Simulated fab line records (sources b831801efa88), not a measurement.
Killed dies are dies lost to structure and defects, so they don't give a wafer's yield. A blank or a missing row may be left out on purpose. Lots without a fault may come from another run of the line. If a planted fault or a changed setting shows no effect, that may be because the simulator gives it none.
Which tool was responsible? :: flow sky130 :: 11 lots, 33 wafers sampled, at 3 steps of a route of 708

== WHAT EACH GAUGE READ, for each wafer ==
SKY_SD_P_CD_MEAS_07: target cd 380 nm. Usual: cd_nm reads 380.1 nm (standard deviation 2.7).
lot: L499
measured: day 26 20:07
on: cd_sem-01
cd_nm (nm): 381.3 380.3 381.1
flag: 

lot: L503
measured: day 27 17:04
on: cd_sem-02
cd_nm (nm): 384.3 380.9 382.4
flag: 

lot: L506
measured: day 29 00:24
on: cd_sem-02
cd_nm (nm): 374.1 374.2 374.0
flag: 

lot: L507
measured: day 29 08:21
on: cd_sem-02
cd_nm (nm): 376.8 378.1 378.0
flag: 

lot: L508
measured: day 29 17:50
on: cd_sem-01
cd_nm (nm): 382.0 379.4 381.0
flag: 

lot: L509
measured: day 30 00:32
on: cd_sem-02
cd_nm (nm): 384.0 381.1 382.8
flag: 

lot: L510
measured: day 30 09:16
on: cd_sem-01
cd_nm (nm): 382.7 380.9 380.7
flag: 

lot: L511
measured: day 30 15:13
on: cd_sem-01
cd_nm (nm): 380.7 381.8 381.0
flag: 

lot: L512
measured: day 30 19:11
on: cd_sem-01
cd_nm (nm): 376.6 377.8 378.2
flag: 

lot: L513
measured: day 31 10:49
on: cd_sem-02
cd_nm (nm): 376.4 376.0 376.8
flag: 

lot: L517
measured: day 32 15:56
on: cd_sem-02
cd_nm (nm): 383.5 381.1 382.8
flag: 

SKY_LI_CONTACT_THK_MEAS_01. Usual: for LI_CONTACT_HDPCVD_THK the level is 931 nm and the standard deviation is 12.
lot: L499
measured: day 29 06:28
on: film_metro-02
LI_CONTACT_HDPCVD_THK (nm): 955 949 952
flag: 

lot: L503
measured: day 30 03:19
on: film_metro-03
LI_CONTACT_HDPCVD_THK (nm): 945 931 950
flag: 

lot: L506
measured: day 31 08:39
on: film_metro-01
LI_CONTACT_HDPCVD_THK (nm): 924 925 923
flag: 

lot: L507
measured: day 31 17:55
on: film_metro-02
LI_CONTACT_HDPCVD_THK (nm): 920 934 926
flag: 

lot: L508
measured: day 32 02:37
on: film_metro-03
LI_CONTACT_HDPCVD_THK (nm): 920 911 927
flag: 

lot: L509
measured: day 32 08:49
on: film_metro-01
LI_CONTACT_HDPCVD_THK (nm): 910 914 929
flag: 

lot: L510
measured: day 32 17:43
on: film_metro-03
LI_CONTACT_HDPCVD_THK (nm): 953 949 937
flag: 

lot: L511
measured: day 32 22:46
on: film_metro-02
LI_CONTACT_HDPCVD_THK (nm): 1038 1028 1038
flag: OFF

lot: L512
measured: day 33 02:22
on: film_metro-03
LI_CONTACT_HDPCVD_THK (nm): 1041 1046 1053
flag: OFF

lot: L513
measured: day 33 17:55
on: film_metro-01
LI_CONTACT_HDPCVD_THK (nm): 947 931 950
flag: 

lot: L517
measured: day 34 22:34
on: film_metro-01
LI_CONTACT_HDPCVD_THK (nm): 951 940 948
flag: 

== WHICH TOOL RAN EACH LOT (tool, then ch and the chambers of the sampled wafers, then the start) ==
lot: L499
SKY_LI_CONTACT_HDPCVD_00: hdpcvd-02 ch 0,1, day 29 06:21

lot: L503
SKY_LI_CONTACT_HDPCVD_00: hdpcvd-02 ch 0,2, day 30 03:12

lot: L506
SKY_LI_CONTACT_HDPCVD_00: hdpcvd-01 ch 0,1, day 31 08:33

lot: L507
SKY_LI_CONTACT_HDPCVD_00: hdpcvd-01 ch 0,1,2, day 31 17:49

lot: L508
SKY_LI_CONTACT_HDPCVD_00: hdpcvd-01 ch 0,1, day 32 02:30

lot: L509
SKY_LI_CONTACT_HDPCVD_00: hdpcvd-01 ch 0,1,2, day 32 08:43

lot: L510
SKY_LI_CONTACT_HDPCVD_00: hdpcvd-02 ch 0,2, day 32 17:36

lot: L511
SKY_LI_CONTACT_HDPCVD_00: hdpcvd-01 ch 0,2, day 32 22:39

lot: L512
SKY_LI_CONTACT_HDPCVD_00: hdpcvd-01 ch 0,1,2, day 33 02:16

lot: L513
SKY_LI_CONTACT_HDPCVD_00: hdpcvd-02 ch 0,1,2, day 33 17:49

lot: L517
SKY_LI_CONTACT_HDPCVD_00: hdpcvd-02 ch 0,1, day 34 22:28
- SKY_LI_CONTACT_HDPCVD_00: deposits PSG, target thk 930 nm, time 155 s.

== AS READ BY THE TOOLS THEMSELVES (means over the sampled wafers that have a number; for cases with no such wafer, the mark the record gives instead) ==
SKY_LI_CONTACT_HDPCVD_00. Usual: run_length_s reads 182.9 s (standard deviation 0.48).
lot: L499
tool: hdpcvd-02
run_length_s (s): 182.7
flag: 

lot: L503
tool: hdpcvd-02
run_length_s (s): 182.7
flag: 

lot: L506
tool: hdpcvd-01
run_length_s (s): 182.5
flag: 

lot: L507
tool: hdpcvd-01
run_length_s (s): 182.7
flag: 

lot: L508
tool: hdpcvd-01
run_length_s (s): 182.6
flag: 

lot: L509
tool: hdpcvd-01
run_length_s (s): 183.0
flag: 

lot: L510
tool: hdpcvd-02
run_length_s (s): 182.6
flag: 

lot: L511
tool: hdpcvd-01
run_length_s (s): 203.6
flag: OFF

lot: L512
tool: hdpcvd-01
run_length_s (s): 203.2
flag: OFF

lot: L513
tool: hdpcvd-02
run_length_s (s): 182.8
flag: 

lot: L517
tool: hdpcvd-02
run_length_s (s): 182.9
flag: 

== THE ANSWER, worked out from the rows above alone ==
Rule: a lot counts as off when the mean over its wafers that have a number is more than 3 standard deviations away from the usual mean. A lot without any number at a reading at which 4 lots or more have one is off too. Any other lot the step has rows for is counted as sound. First the gauges in route order, then the tools' own readings, where a lot's mean is used as printed above. The first step at which some lot is off is used, and at that step the reading that is off furthest; a lot without a number counts as furthest.
Off: L511, L512, seen at SKY_LI_CONTACT_THK_MEAS_01 (LI_CONTACT_HDPCVD_THK).
If a tool, at a process step before that reading, ran all the lots that are off and no sound lot after the first of them, it fits. Not tried: the gauges at SKY_LI_CONTACT_THK_MEAS_01; whatever is off there is also off at SKY_LI_CONTACT_HDPCVD_00, on other tools, and gauge error can't account for it. One fits: hdpcvd-01 at SKY_LI_CONTACT_HDPCVD_00. Its last sound lot is L509 (day 32 08:43), its first lot that is off L511 (day 32 22:39): a fault that began between those two fits.
On the lots that are off, the tool's own readings at SKY_LI_CONTACT_HDPCVD_00 differ by more than 5 times the standard deviation of the sound lots' means, which bears it out; run_length_s reads 203.4 s there versus 182.7 s on the sound lots.

== WHAT THE SIMULATOR HAD PUT IN ==
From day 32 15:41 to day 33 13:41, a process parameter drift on hdpcvd-01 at SKY_LI_CONTACT_HDPCVD_00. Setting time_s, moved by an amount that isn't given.
Struck lots among those shown: L511, L512. Same finding as the rule above.
